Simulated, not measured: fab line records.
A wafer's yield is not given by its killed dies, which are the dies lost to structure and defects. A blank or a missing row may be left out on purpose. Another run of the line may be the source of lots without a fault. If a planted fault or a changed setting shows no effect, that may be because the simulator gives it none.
A struck lot beside a sound one || flow sky130 || 15 out of 708 route steps
Sound: wafers L392.2, L392.3, L392.6. The struck wafers were L404.1, L404.2, L404.6. The cause comes at the end.
Order at every step that has rows: each side's tool, ch and its chambers, its first start. Under that, the readings that differ: sound wafers || struck wafers || difference of the means || sigmas: that difference in standard deviations of wafers without a fault.
alike: readings with means less than 2 such deviations apart, plus words and numbers identical on both sides. not compared: withheld readings, readings lacking a value on some wafer, bounds such as >300 that could conceal the same value, and numbers that have no deviation in the record and whose values overlap.
A row with sigmas, a row that says differs or no value, or rows on one side alone: a step with any of these is where the two part. When numbers do not overlap yet have no deviation, they are printed without sigmas and do not part them. A reading missing from all wafers of one side parts the sides only when that side holds two or more wafers.

SKY_NWELL_THK_MEAS_02:
  sound: film metro-02 at day 3 18:16; struck: film metro-02 at day 6 10:17
  alike: NWELL_OXIDATION_THK
then, 8 steps without rows for these wafers: SKY_DNWELL_DEHYDRATE_00 (time 60 s); SKY_DNWELL_HMDS_01 (prime time 60 s); SKY_DNWELL_COAT_02 (resist thk 3000 nm); SKY_DNWELL_SOFTBAKE_03; SKY_DNWELL_EXPOSE_04 (exposes mask DNM, target cd 3000 nm); SKY_DNWELL_PEB_05; SKY_DNWELL_DEVELOP_06 (develop time 60 s); SKY_DNWELL_IMPLANT_07.
SKY_DNWELL_STRIP_08: strips in O2/N2.
  sound on plasma asher-01 ch 0,1, day 4 09:25; struck on plasma asher-01 ch 0,1, day 7 04:22
  alike: chamber pressure mTorr, drypump motor current A, oes product au, strip time to endpoint s
  not compared: rf hours counter h
SKY_DNWELL_TW_MEAS_09:
  sound: film metro-02 at day 4 09:32; struck: film metro-01 at day 7 04:28
  alike: DNWELL_TW
then, 1 step without rows for these wafers: SKY_PWDE_DEHYDRATE_00 (time 60 s).
SKY_PWDE_HMDS_01: prime time 60 s.
  sound on litho track-04 ch 0, day 4 16:43; struck on litho track-03 ch 0, day 7 13:28
{"reading": "prime temp c (C)", "sound": "119.84 119.77 119.84", "struck": "113.79 113.85 113.87", "difference": -5.98, "sigmas": -46}
then, 1 step without rows for these wafers: SKY_PWDE_COAT_02 (resist thk 3000 nm).
-- the record jumps here: 43 days lie between the struck wafers' starts before and after (it left off in module PWDE and takes up again in module PAD_OPEN, whose first step shown is number 708 of the route) --
SKY_PAD_OPEN_PROBE_99:
  sound: prober-02 at day 46 21:29; struck: prober-02 at day 50 06:40
  alike: killed_at_M0_to_M3, killed_at_M4_up, killed at contacts, killed at front end, killed at other, killed dies, killed open, killed short

## WHERE THEY PART
SKY_PWDE_HMDS_01 only, going by this record. Later steps at which nothing parts them and some readings are alike: SKY_PAD_OPEN_PROBE_99.

WHY: what the simulator had put in
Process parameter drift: litho track-03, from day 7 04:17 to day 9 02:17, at SKY_PWDE_HMDS_01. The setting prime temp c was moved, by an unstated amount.
